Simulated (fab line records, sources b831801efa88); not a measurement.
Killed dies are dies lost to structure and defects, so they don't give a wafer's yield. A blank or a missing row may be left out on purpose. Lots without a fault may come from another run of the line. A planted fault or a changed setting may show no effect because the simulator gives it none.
fab line records | flow sky130
record lots=14 wafers=42 last_day=50
route steps=708 shown GATE_OXIDE@197 RES_PROTECT@215 LDD_P@263 LDD_HVN@275 PAD_OPEN@708
lots that met no fault: from a run of the same line without faults
start_h: hours from the record's first day to the start of the lot's first wafer shown | wait_h: hours since the lot's step before | " the same as in the row above | L1.1+2: a row that stands for several wafers | - no value, or no start given | * or withheld: withheld | < > ~ a bound
route shown NAME@n: a module of which the file shows steps, and the number in the route of the first | usual: mean/standard deviation of fault-free wafers | same: alike in all rows | chamber/n: place in a boat | sites: the reading at each site | _std_site: their standard deviation | _edge_site: outer sites' mean less inner sites' | radius_mm: how far each site lies from the wafer's centre | mask NAME#n: copy n | behind: the tool/chamber that last shaped the wafer | hold: why the lot was held/for how many hours/how that ended | device: the transistor (n, p or np) that didn't switch | end of line: the same wafers' tests at the end of the route | a step without rows: its recipe alone | killed: dies lost to structure and defects at the first sort, not the wafer's yield | map: a wafer's dies, x killed, . not, _ none there
set.NAME: the setting as run; set.NAME@STEP: as run at that earlier step | model.NAME: the simulator's own value behind a step, which no gauge read
steps of the route over a sample of lots; a table a step, a row a wafer
services: from which hour (start_h, from the record's first day; less than 0 if before it) a tool's chamber was out of use, for how many hours, and why
## steps
# step SKY_GATE_OXIDE_OVL_MEAS_10
# usual GATE_OXIDE_OVL=0.3/1.2
# columns lot.wafer tool chamber start_h wait_h GATE_OXIDE_OVL[nm]
L799.1 overlay-01 - 306.41 0.1 1.6
L799.4 " - " " 0.8
L799.5 " - " " -0.8
L800.1 overlay-01 - 312.10 0.1 -0.1
L800.4 " - " " -1.8
L800.5 " - " " -1.9
L802.1 overlay-02 - 333.75 0.1 -0.5
L802.2 " - " " -0.2
L802.3 " - " " 0.4
L803.2 overlay-01 - 344.15 0.1 -1.9
L803.5 " - " " -2.2
L803.6 " - " " -2.1
L804.1 overlay-01 - 350.11 0.1 0.6
L804.3 " - " " 2.0
L804.6 " - " " 1.7
L805.3 overlay-01 - 363.01 0.1 0.4
L805.5 " - " " 0.4
L805.6 " - " " 0.2
L806.1 overlay-02 - 374.96 0.1 -0.4
L806.2 " - " " 0.9
L806.5 " - " " 1.9
L807.3 overlay-01 - 378.21 0.1 1.2
L807.4 " - " " 0.9
L807.5 " - " " 1.3
L808.1 overlay-01 - 388.56 0.1 1.1
L808.4 " - " " 0.1
L808.6 " - " " 1.7
L809.1 overlay-01 - 392.70 0.1 -1.1
L809.2 " - " " -0.2
L809.4 " - " " -0.7
L810.3 overlay-01 - 401.87 0.1 0.1
L810.4 " - " " -0.3
L810.6 " - " " -0.3
L811.1 overlay-02 - 410.30 0.1 2.1
L811.4 " - " " 2.8
L811.6 " - " " 1.9
L821.2 overlay-02 - 496.26 0.1 1.5
L821.3 " - " " -0.6
L821.4 " - " " 1.8
L822.1 overlay-01 - 500.35 0.1 1.3
L822.3 " - " " -1.1
L822.4 " - " " 0.0
# step SKY_RES_PROTECT_TW_MEAS_08
# usual POLY_GATE_TW=4048/22
# columns lot.wafer tool chamber start_h wait_h POLY_GATE_TW
L799.1 film_metro-01 - 337.65 0.1 4062
L799.4 " - " " 4050
L799.5 " - " " 4063
L800.1 film_metro-04 - 343.06 0.1 4090
L800.4 " - " " 4082
L800.5 " - " " 4067
L802.1 film_metro-04 - 365.91 0.1 4052
L802.2 " - " " 4054
L802.3 " - " " 4071
L803.2 film_metro-03 - 376.32 0.1 4019
L803.5 " - " " 4020
L803.6 " - " " 4037
L804.1 film_metro-01 - 381.91 0.1 4053
L804.3 " - " " 4068
L804.6 " - " " 4085
L805.3 film_metro-03 - 396.43 0.1 4014
L805.5 " - " " 4033
L805.6 " - " " 4020
L806.1 film_metro-01 - 408.46 0.1 4032
L806.2 " - " " 4018
L806.5 " - " " 4026
L807.3 film_metro-04 - 409.73 0.1 4068
L807.4 " - " " 4098
L807.5 " - " " 4087
L808.1 film_metro-01 - 421.91 0.1 4043
L808.4 " - " " 4053
L808.6 " - " " 4037
L809.1 film_metro-03 - 426.76 0.1 4026
L809.2 " - " " 4025
L809.4 " - " " 4013
L810.3 film_metro-03 - 438.28 0.1 4060
L810.4 " - " " 4055
L810.6 " - " " 4063
L811.1 film_metro-01 - 445.06 0.1 4037
L811.4 " - " " 4039
L811.6 " - " " 4054
L821.2 film_metro-03 - 529.80 0.1 4037
L821.3 " - " " 4058
L821.4 " - " " 4059
L822.1 film_metro-04 - 532.86 0.1 4031
L822.3 " - " " 4054
L822.4 " - " " 4053
# step SKY_LDD_P_OVL_MEAS_08
# usual LDD_P_OVL=-0.4/1.4
# columns lot.wafer tool chamber start_h wait_h LDD_P_OVL[nm]
L799.1 overlay-01 - 427.92 0.1 -0.8
L799.4 " - " " -1.3
L799.5 " - " " -2.6
L800.1 overlay-02 - 436.23 0.1 -0.5
L800.4 " - " " -2.8
L800.5 " - " " -0.5
L802.1 overlay-01 - 462.37 0.1 -0.1
L802.2 " - " " -0.9
L802.3 " - " " -0.5
L803.2 overlay-02 - 472.32 0.1 -2.0
L803.5 " - " " -0.1
L803.6 " - " " -1.0
L804.1 overlay-02 - 477.86 0.1 0.4
L804.3 " - " " 0.1
L804.6 " - " " -1.3
L805.3 overlay-02 - 496.12 0.1 -2.4
L805.5 " - " " -2.1
L805.6 " - " " -1.6
L806.1 overlay-01 - 507.61 0.1 -0.6
L806.2 " - " " -1.4
L806.5 " - " " -1.4
L807.3 overlay-02 - 508.33 0.1 -0.3
L807.4 " - " " -1.4
L807.5 " - " " -1.4
L808.1 overlay-02 - 519.58 0.1 0.4
L808.4 " - " " 1.7
L808.6 " - " " 2.3
L809.1 overlay-02 - 525.03 0.1 -2.9
L809.2 " - " " -2.2
L809.4 " - " " -1.6
L810.3 overlay-01 - 533.99 0.1 0.4
L810.4 " - " " -0.9
L810.6 " - " " -0.5
L811.1 overlay-02 - 541.27 0.1 -0.5
L811.4 " - " " 1.6
L811.6 " - " " 0.4
L821.2 overlay-02 - 622.37 0.1 0.6
L821.3 " - " " -1.0
L821.4 " - " " 0.9
L822.1 overlay-01 - 626.18 0.1 0.1
L822.3 " - " " -0.7
L822.4 " - " " -1.4
# step SKY_LDD_HVN_IMPLANT_08
# recipe species=P energy_kev=60 dose_cm2=3e+13 tilt_deg=40
# columns lot.wafer tool chamber start_h wait_h
L799.1+4+5 implanter-02 0 459.00 0.0
L800.1+4+5 implanter-02 0 466.55 0.0
L802.1+2+3 implanter-04 0 492.75 0.0
L803.2+5+6 implanter-02 0 503.27 0.0
L804.1+3+6 implanter-01 0 508.60 0.0
L805.3+5+6 implanter-04 0 526.88 0.1
L806.1+2+5 implanter-04 0 538.10 0.0
L807.3+4+5 implanter-02 0 538.98 0.1
L808.1+4+6 implanter-04 0 549.70 0.0
L809.1+2+4 implanter-01 0 555.00 0.0
L809.1+2+4 implanter-01 0 555.31 0.3
L810.3+4+6 implanter-02 0 563.85 0.1
L810.3+4+6 implanter-02 0 564.16 0.3
L811.1+4+6 implanter-02 0 571.43 0.0
L821.2+3+4 implanter-02 0 650.77 0.0
L822.1+3+4 implanter-01 0 653.95 0.0
# step SKY_LDD_HVN_TW_MEAS_10
# usual LDD_HVN_TW=1450/16
# columns lot.wafer tool chamber start_h wait_h LDD_HVN_TW
L799.1 film_metro-02 - 459.25 0.1 1470
L799.4 " - " " 1471
L799.5 " - " " 1480
L800.1 film_metro-01 - 466.80 0.1 1427
L800.4 " - " " 1440
L800.5 " - " " 1430
L802.1 film_metro-01 - 493.00 0.1 1425
L802.2 " - " " 1430
L802.3 " - " " 1425
L803.2 film_metro-02 - 503.51 0.1 1471
L803.5 " - " " 1470
L803.6 " - " " 1470
L804.1 film_metro-04 - 508.85 0.1 1452
L804.3 " - " " 1443
L804.6 " - " " 1444
L805.3 film_metro-01 - 527.10 0.1 1432
L805.5 " - " " 1437
L805.6 " - " " 1425
L806.1 film_metro-02 - 538.35 0.1 1475
L806.2 " - " " 1474
L806.5 " - " " 1470
L807.3 film_metro-02 - 539.20 0.1 1461
L807.4 " - " " 1466
L807.5 " - " " 1471
L808.1 film_metro-02 - 549.95 0.1 1463
L808.4 " - " " 1457
L808.6 " - " " 1477
L809.1 film_metro-04 - 555.56 0.1 1810
L809.2 " - " " 1808
L809.4 " - " " 1803
L809.1 film_metro-04 - 555.79 0.2 1798
L809.2 " - " " 1800
L809.4 " - " " 1806
L810.3 film_metro-04 - 564.38 0.1 1807
L810.4 " - " " 1801
L810.6 " - " " 1803
L810.3 film_metro-04 - 564.61 0.2 1804
L810.4 " - " " 1810
L810.6 " - " " 1802
L811.1 film_metro-02 - 571.68 0.1 1474
L811.4 " - " " 1472
L811.6 " - " " 1473
L821.2 film_metro-01 - 651.01 0.1 1423
L821.3 " - " " 1432
L821.4 " - " " 1432
L822.1 film_metro-02 - 654.20 0.1 1458
L822.3 " - " " 1461
L822.4 " - " " 1475
# step SKY_PAD_OPEN_PROBE_99
# usual killed_at_M0_to_M3=43/6.9 killed_at_M4_up=3.2/2 killed_at_contacts=25/5.1 killed_at_front_end=15/4.5 killed_at_other=0.2/0.51 killed_dies=85/9.5 killed_open=48/6.9 killed_short=38/6.7
# same gross_dies=492 killed_at_back_side=0
# columns lot.wafer tool chamber start_h wait_h killed_at_M0_to_M3 killed_at_M4_up killed_at_contacts killed_at_front_end killed_at_other killed_dies killed_open killed_short
L799.1 prober-02 - 1070.15 0.1 43 1 17 11 0 72 41 31
L799.4 prober-02 - 1070.30 0.2 45 1 28 22 0 96 47 49
L799.5 prober-02 - 1070.35 0.2 46 2 31 13 0 92 54 38
L800.1 prober-01 - 1075.93 0.1 51 4 25 13 0 93 57 36
L800.4 prober-01 - 1076.08 0.2 44 5 26 15 0 90 47 43
L800.5 prober-01 - 1076.13 0.2 58 3 20 14 0 95 57 38
L802.1 prober-01 - 1093.95 0.1 39 6 21 7 0 73 41 32
L802.2 prober-01 - 1094.00 0.1 41 3 31 25 0 100 50 50
L802.3 prober-01 - 1094.05 0.2 31 3 31 17 0 82 49 33
L803.2 prober-02 - 1100.33 0.1 41 4 36 11 0 92 49 43
L803.5 prober-02 - 1100.48 0.2 44 4 24 10 0 82 50 32
L803.6 prober-02 - 1100.53 0.2 43 2 25 13 0 83 49 34
L804.1 prober-01 - 1101.39 0.1 45 3 28 12 0 88 63 25
L804.3 prober-01 - 1101.49 0.2 37 4 26 17 0 84 55 29
L804.6 prober-01 - 1101.64 0.2 38 1 29 21 0 89 50 39
L805.3 prober-02 - 1117.76 0.2 48 5 19 17 1 90 48 42
L805.5 prober-02 - 1117.86 0.2 38 3 30 12 0 83 43 40
L805.6 prober-02 - 1117.91 0.2 56 2 23 5 0 86 48 38
L806.1 prober-01 - 1123.01 0.1 46 1 23 15 0 85 49 36
L806.2 prober-01 - 1123.06 0.1 40 3 28 15 0 86 44 42
L806.5 prober-01 - 1123.21 0.2 27 4 17 12 0 60 34 26
L807.3 prober-02 - 1124.15 0.2 39 1 15 18 0 73 43 30
L807.4 prober-02 - 1124.20 0.2 44 3 24 14 0 85 46 39
L807.5 prober-02 - 1124.25 0.2 51 3 25 15 0 94 58 36
L808.1 prober-01 - 1129.66 0.1 41 2 21 12 0 76 44 32
L808.4 prober-01 - 1129.81 0.2 46 2 26 11 0 85 51 34
L808.6 prober-01 - 1129.91 0.2 35 1 26 12 0 74 40 34
L809.1 prober-02 - 1132.22 0.1 36 0 26 13 2 77 41 36
L809.2 prober-02 - 1132.27 0.1 40 6 19 15 0 80 41 39
L809.4 prober-02 - 1132.37 0.2 37 2 23 13 0 75 49 26
L810.3 prober-01 - 1139.44 0.2 44 7 20 10 0 81 43 38
L810.4 prober-01 - 1139.49 0.2 43 6 26 21 0 96 58 38
L810.6 prober-01 - 1139.59 0.2 60 2 27 15 0 104 56 48
L811.1 prober-02 - 1144.13 0.1 38 2 24 20 0 84 48 36
L811.4 prober-02 - 1144.28 0.2 39 4 29 13 0 85 37 48
L811.6 prober-02 - 1144.38 0.2 52 5 29 17 0 103 53 50
L821.2 prober-02 - 1192.85 0.1 55 7 27 16 1 106 54 52
L821.3 prober-02 - 1192.90 0.2 36 2 31 18 0 87 43 44
L821.4 prober-02 - 1192.95 0.2 46 1 30 11 0 88 54 34
L822.1 prober-01 - 1194.58 0.1 24 2 29 15 0 70 39 31
L822.3 prober-01 - 1194.68 0.2 39 2 33 12 0 86 49 37
L822.4 prober-01 - 1194.73 0.2 36 3 18 16 0 73 44 29
# killed by level:class
L799.1 VIA1:geometric_particle:open=14 LI_CONTACT:geometric_particle:open=6 METAL2:geometric_particle:short=6 VIA2:geometric_particle:open=6 CONTACT:geometric_particle:open=5 METAL1:geometric_particle:short=5 FIELD_ISO:geometric_particle:short=3 LOCAL_INTERCONNECT:geometric_particle:short=3
L799.4 CONTACT:geometric_particle:open=9 FIELD_ISO:geometric_particle:open=8 VIA1:geometric_particle:open=7 LI_CONTACT:geometric_particle:open=6 LOCAL_INTERCONNECT:geometric_particle:short=6 CONTACT:geometric_particle:short=6 VIA1:geometric_particle:short=6 VIA3:geometric_particle:open=6
L799.5 VIA1:geometric_particle:open=13 LI_CONTACT:geometric_particle:open=11 VIA3:geometric_particle:open=10 CONTACT:geometric_particle:open=6 LOCAL_INTERCONNECT:geometric_particle:short=5 VIA1:geometric_particle:short=5 METAL2:geometric_particle:short=5 CONTACT:geometric_particle:short=4
L800.1 VIA1:geometric_particle:open=12 CONTACT:geometric_particle:open=12 VIA2:geometric_particle:open=9 VIA1:geometric_particle:short=8 METAL2:geometric_particle:short=6 LI_CONTACT:geometric_particle:open=6 METAL1:geometric_particle:short=6 POLY_GATE:geometric_particle:open=4
L800.4 VIA1:geometric_particle:open=10 VIA3:geometric_particle:open=9 CONTACT:geometric_particle:open=7 CONTACT:geometric_particle:short=6 VIA3:geometric_particle:short=6 VIA1:geometric_particle:short=5 VIA2:geometric_particle:open=5 POLY_GATE:geometric_particle:open=4
L800.5 VIA1:geometric_particle:open=14 VIA3:geometric_particle:open=13 VIA2:geometric_particle:open=9 CONTACT:geometric_particle:open=7 POLY_GATE:geometric_particle:short=6 LI_CONTACT:geometric_particle:open=5 METAL1:geometric_particle:short=5 CONTACT:geometric_particle:short=4
L802.1 VIA1:geometric_particle:open=12 CONTACT:geometric_particle:open=6 LI_CONTACT:geometric_particle:open=5 VIA2:geometric_particle:open=5 METAL4:geometric_particle:short=5 LOCAL_INTERCONNECT:geometric_particle:short=4 CONTACT:geometric_particle:short=4 METAL1:geometric_particle:short=4
L802.2 CONTACT:geometric_particle:open=12 METAL2:geometric_particle:short=9 POLY_GATE:geometric_particle:open=8 METAL1:geometric_particle:short=7 POLY_GATE:geometric_particle:short=7 VIA3:geometric_particle:open=6 VIA1:geometric_particle:open=6 FIELD_ISO:geometric_particle:short=5
L802.3 CONTACT:geometric_particle:open=13 LI_CONTACT:geometric_particle:open=8 VIA3:geometric_particle:open=8 FIELD_ISO:geometric_particle:open=5 METAL1:geometric_particle:short=5 VIA1:geometric_particle:open=5 FIELD_ISO:geometric_particle:short=4 POLY_GATE:geometric_particle:short=4
L803.2 CONTACT:geometric_particle:open=11 CONTACT:geometric_particle:short=9 VIA3:geometric_particle:open=8 VIA2:geometric_particle:open=7 LI_CONTACT:geometric_particle:open=6 METAL1:geometric_particle:short=6 FIELD_ISO:geometric_particle:open=4 LI_CONTACT:geometric_particle:short=4
L803.5 VIA1:geometric_particle:open=13 VIA3:geometric_particle:open=9 CONTACT:geometric_particle:open=8 LI_CONTACT:geometric_particle:open=6 LOCAL_INTERCONNECT:geometric_particle:short=5 METAL2:geometric_particle:short=4 VIA1:geometric_particle:short=4 VIA2:geometric_particle:open=4
L803.6 VIA1:geometric_particle:open=8 VIA3:geometric_particle:open=8 CONTACT:geometric_particle:open=7 LI_CONTACT:geometric_particle:open=6 CONTACT:geometric_particle:short=6 METAL2:geometric_particle:open=5 FIELD_ISO:geometric_particle:short=4 METAL1:geometric_particle:short=4
L804.1 VIA1:geometric_particle:open=17 LI_CONTACT:geometric_particle:open=10 CONTACT:geometric_particle:open=10 VIA2:geometric_particle:open=9 VIA3:geometric_particle:open=7 POLY_GATE:geometric_particle:short=4 LOCAL_INTERCONNECT:geometric_particle:short=4 VIA1:geometric_particle:short=4
L804.3 CONTACT:geometric_particle:open=10 VIA1:geometric_particle:open=10 VIA2:geometric_particle:open=10 POLY_GATE:geometric_particle:short=6 LI_CONTACT:geometric_particle:open=6 VIA3:geometric_particle:open=6 METAL1:geometric_particle:short=5 FIELD_ISO:geometric_particle:open=4
L804.6 CONTACT:geometric_particle:open=12 VIA1:geometric_particle:open=9 LI_CONTACT:geometric_particle:open=7 FIELD_ISO:geometric_particle:short=5 POLY_GATE:geometric_particle:open=5 LOCAL_INTERCONNECT:geometric_particle:short=5 VIA1:geometric_particle:short=5 METAL1:geometric_particle:short=4
L805.3 VIA1:geometric_particle:open=10 CONTACT:geometric_particle:open=9 FIELD_ISO:geometric_particle:short=7 VIA2:geometric_particle:open=7 LI_CONTACT:geometric_particle:open=6 METAL1:geometric_particle:short=6 VIA2:geometric_particle:short=6 POLY_GATE:geometric_particle:open=4
L805.5 CONTACT:geometric_particle:open=9 METAL2:geometric_particle:short=7 LI_CONTACT:geometric_particle:short=6 VIA1:geometric_particle:open=6 FIELD_ISO:geometric_particle:open=5 LI_CONTACT:geometric_particle:open=5 CONTACT:geometric_particle:short=5 VIA3:geometric_particle:open=5
L805.6 VIA1:geometric_particle:open=14 METAL1:geometric_particle:short=12 CONTACT:geometric_particle:open=11 VIA2:geometric_particle:open=7 VIA3:geometric_particle:open=5 METAL2:geometric_particle:short=5 LI_CONTACT:geometric_particle:short=4 VIA3:geometric_particle:short=4
L806.1 VIA1:geometric_particle:open=19 CONTACT:geometric_particle:open=7 LI_CONTACT:geometric_particle:short=6 LI_CONTACT:geometric_particle:open=6 FIELD_ISO:geometric_particle:short=5 VIA3:geometric_particle:open=5 METAL1:geometric_particle:short=3 VIA1:geometric_particle:short=3
L806.2 CONTACT:geometric_particle:open=10 VIA1:geometric_particle:open=10 FIELD_ISO:geometric_particle:short=6 LI_CONTACT:geometric_particle:open=6 METAL2:geometric_particle:short=6 CONTACT:geometric_particle:short=5 VIA3:geometric_particle:open=5 FIELD_ISO:geometric_particle:open=4
L806.5 CONTACT:geometric_particle:open=6 VIA1:geometric_particle:open=6 LI_CONTACT:geometric_particle:open=5 VIA2:geometric_particle:open=4 METAL1:geometric_particle:short=3 LI_CONTACT:geometric_particle:short=3 METAL4:geometric_particle:short=3 VIA1:geometric_particle:short=3
L807.3 VIA1:geometric_particle:open=11 FIELD_ISO:geometric_particle:open=9 METAL1:geometric_particle:short=7 CONTACT:geometric_particle:open=6 VIA3:geometric_particle:open=5 FIELD_ISO:geometric_particle:short=4 CONTACT:geometric_particle:short=4 VIA1:geometric_particle:short=4
L807.4 VIA1:geometric_particle:open=13 VIA2:geometric_particle:open=8 CONTACT:geometric_particle:open=7 POLY_GATE:geometric_particle:open=5 LI_CONTACT:geometric_particle:open=5 METAL2:geometric_particle:short=5 LOCAL_INTERCONNECT:geometric_particle:short=5 CONTACT:geometric_particle:short=4
L807.5 VIA1:geometric_particle:open=12 VIA3:geometric_particle:open=10 LI_CONTACT:geometric_particle:open=8 VIA2:geometric_particle:open=7 CONTACT:geometric_particle:open=6 CONTACT:geometric_particle:short=5 METAL2:geometric_particle:short=5 METAL1:geometric_particle:short=5
L808.1 CONTACT:geometric_particle:open=13 VIA1:geometric_particle:open=10 METAL2:geometric_particle:short=7 VIA1:geometric_particle:short=6 METAL1:geometric_particle:short=6 VIA2:geometric_particle:open=6 FIELD_ISO:geometric_particle:open=3 LI_CONTACT:geometric_particle:open=3
L808.4 VIA1:geometric_particle:open=11 CONTACT:geometric_particle:open=10 VIA3:geometric_particle:open=8 LI_CONTACT:geometric_particle:open=7 METAL2:geometric_particle:short=6 VIA2:geometric_particle:open=5 POLY_GATE:geometric_particle:short=4 VIA1:geometric_particle:short=4
L808.6 VIA1:geometric_particle:open=14 CONTACT:geometric_particle:open=9 LOCAL_INTERCONNECT:geometric_particle:short=8 CONTACT:geometric_particle:short=5 VIA1:geometric_particle:short=5 POLY_GATE:geometric_particle:open=4 FIELD_ISO:geometric_particle:open=3 VIA2:geometric_particle:open=3
L809.1 VIA1:geometric_particle:open=10 METAL2:geometric_particle:short=8 LI_CONTACT:geometric_particle:open=7 CONTACT:geometric_particle:open=7 FIELD_ISO:geometric_particle:short=6 LOCAL_INTERCONNECT:geometric_particle:short=6 VIA2:geometric_particle:open=5 POLY_GATE:geometric_particle:open=4
L809.2 VIA1:geometric_particle:open=10 CONTACT:geometric_particle:open=8 METAL1:geometric_particle:short=6 LI_CONTACT:geometric_particle:open=5 VIA1:geometric_particle:short=5 FIELD_ISO:geometric_particle:open=4 FIELD_ISO:geometric_particle:short=4 VIA2:geometric_particle:open=4
L809.4 CONTACT:geometric_particle:open=12 LI_CONTACT:geometric_particle:open=8 VIA1:geometric_particle:open=7 VIA2:geometric_particle:open=6 METAL2:geometric_particle:short=5 POLY_GATE:geometric_particle:open=4 VIA3:geometric_particle:open=4 VIA1:geometric_particle:short=4
L810.3 VIA1:geometric_particle:open=10 CONTACT:geometric_particle:open=7 VIA3:geometric_particle:open=7 METAL2:geometric_particle:short=6 METAL4:geometric_particle:short=5 LOCAL_INTERCONNECT:geometric_particle:short=5 CONTACT:geometric_particle:short=5 VIA1:geometric_particle:short=4
L810.4 VIA1:geometric_particle:open=13 CONTACT:geometric_particle:open=10 VIA3:geometric_particle:open=9 FIELD_ISO:geometric_particle:short=8 LI_CONTACT:geometric_particle:open=8 FIELD_ISO:geometric_particle:open=5 METAL4:geometric_particle:short=5 METAL2:geometric_particle:short=5
L810.6 VIA1:geometric_particle:open=19 VIA2:geometric_particle:open=11 LI_CONTACT:geometric_particle:open=7 CONTACT:geometric_particle:open=7 CONTACT:geometric_particle:short=7 FIELD_ISO:geometric_particle:short=6 METAL3:geometric_particle:short=6 LOCAL_INTERCONNECT:geometric_particle:short=5
L811.1 VIA1:geometric_particle:open=10 LI_CONTACT:geometric_particle:open=8 METAL1:geometric_particle:short=7 FIELD_ISO:geometric_particle:open=6 POLY_GATE:geometric_particle:open=5 CONTACT:geometric_particle:open=5 FIELD_ISO:geometric_particle:short=4 METAL2:geometric_particle:short=4
L811.4 LI_CONTACT:geometric_particle:open=11 VIA1:geometric_particle:short=10 LOCAL_INTERCONNECT:geometric_particle:short=7 METAL1:geometric_particle:short=6 CONTACT:geometric_particle:open=5 METAL2:geometric_particle:short=5 VIA2:geometric_particle:open=5 VIA3:geometric_particle:open=5
L811.6 VIA1:geometric_particle:open=10 METAL1:geometric_particle:short=9 CONTACT:geometric_particle:open=8 LI_CONTACT:geometric_particle:open=7 VIA1:geometric_particle:short=6 METAL2:geometric_particle:short=6 VIA2:geometric_particle:open=6 VIA3:geometric_particle:open=5
L821.2 VIA1:geometric_particle:open=14 VIA1:geometric_particle:short=8 VIA3:geometric_particle:open=8 LI_CONTACT:geometric_particle:open=7 CONTACT:geometric_particle:open=6 CONTACT:geometric_particle:short=6 METAL4:geometric_particle:short=6 FIELD_ISO:geometric_particle:short=5
L821.3 VIA1:geometric_particle:open=9 LI_CONTACT:geometric_particle:open=8 FIELD_ISO:geometric_particle:short=7 VIA3:geometric_particle:open=6 LOCAL_INTERCONNECT:geometric_particle:short=6 CONTACT:geometric_particle:open=6 POLY_GATE:geometric_particle:short=5 LI_CONTACT:geometric_particle:short=5
L821.4 VIA3:geometric_particle:open=13 CONTACT:geometric_particle:open=10 LI_CONTACT:geometric_particle:open=8 VIA1:geometric_particle:open=8 VIA2:geometric_particle:open=5 VIA1:geometric_particle:short=5 LI_CONTACT:geometric_particle:short=4 LOCAL_INTERCONNECT:geometric_particle:short=4
L822.1 CONTACT:geometric_particle:open=13 VIA1:geometric_particle:open=7 LI_CONTACT:geometric_particle:open=5 POLY_GATE:geometric_particle:open=4 LI_CONTACT:geometric_particle:short=4 LOCAL_INTERCONNECT:geometric_particle:short=4 POLY_GATE:geometric_particle:short=3 METAL1:geometric_particle:short=3
L822.3 VIA1:geometric_particle:open=11 CONTACT:geometric_particle:open=10 LI_CONTACT:geometric_particle:open=8 CONTACT:geometric_particle:short=7 VIA3:geometric_particle:open=6 POLY_GATE:geometric_particle:open=5 LOCAL_INTERCONNECT:geometric_particle:short=5 VIA1:geometric_particle:short=5
L822.4 CONTACT:geometric_particle:open=11 VIA3:geometric_particle:open=9 METAL1:geometric_particle:short=7 FIELD_ISO:geometric_particle:short=5 VIA1:geometric_particle:open=5 METAL2:geometric_particle:short=4 VIA2:geometric_particle:open=4 METAL3:geometric_particle:short=4
## services
# columns tool chamber start_h hours kind
implanter-04 - 469.93 3.1 repair
implanter-01 - 492.68 4.7 pm
implanter-01 - 535.63 1.9 repair
implanter-02 - 583.38 4.0 repair
implanter-04 - 603.14 106.0 repair
implanter-04 - 615.16 3.0 repair
implanter-01 - 649.01 3.0 repair
## key
first_sign step=SKY_LDD_HVN_IMPLANT_08 reading=visit direction=added
effect step=SKY_LDD_HVN_TW_MEAS_10 reading=visit direction=added
effect step=SKY_LDD_HVN_TW_MEAS_10 reading=LDD_HVN_TW direction=up sigmas=22 usual=1450 struck=1806
met_at SKY_LDD_HVN_IMPLANT_08
struck_lots L809,L810
tester_left_out L809,L810
not_acting_at SKY_GATE_OXIDE_OVL_MEAS_10,SKY_RES_PROTECT_TW_MEAS_08,SKY_LDD_P_OVL_MEAS_08
fault kind=repeated_step_whole tool=implanter-01,implanter-02,implanter-04 chamber=- onset_h=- steps=SKY_LDD_HVN_IMPLANT_08 times=1 scope=struck_lots_only
# tester_left_out: of these lots the tester's yield and bins aren't shown, on N5 and GAA mostly nor the transistor test; their killed dies are dies lost to structure and defects alone, not to doping, threshold or leakage, so they don't give the yield
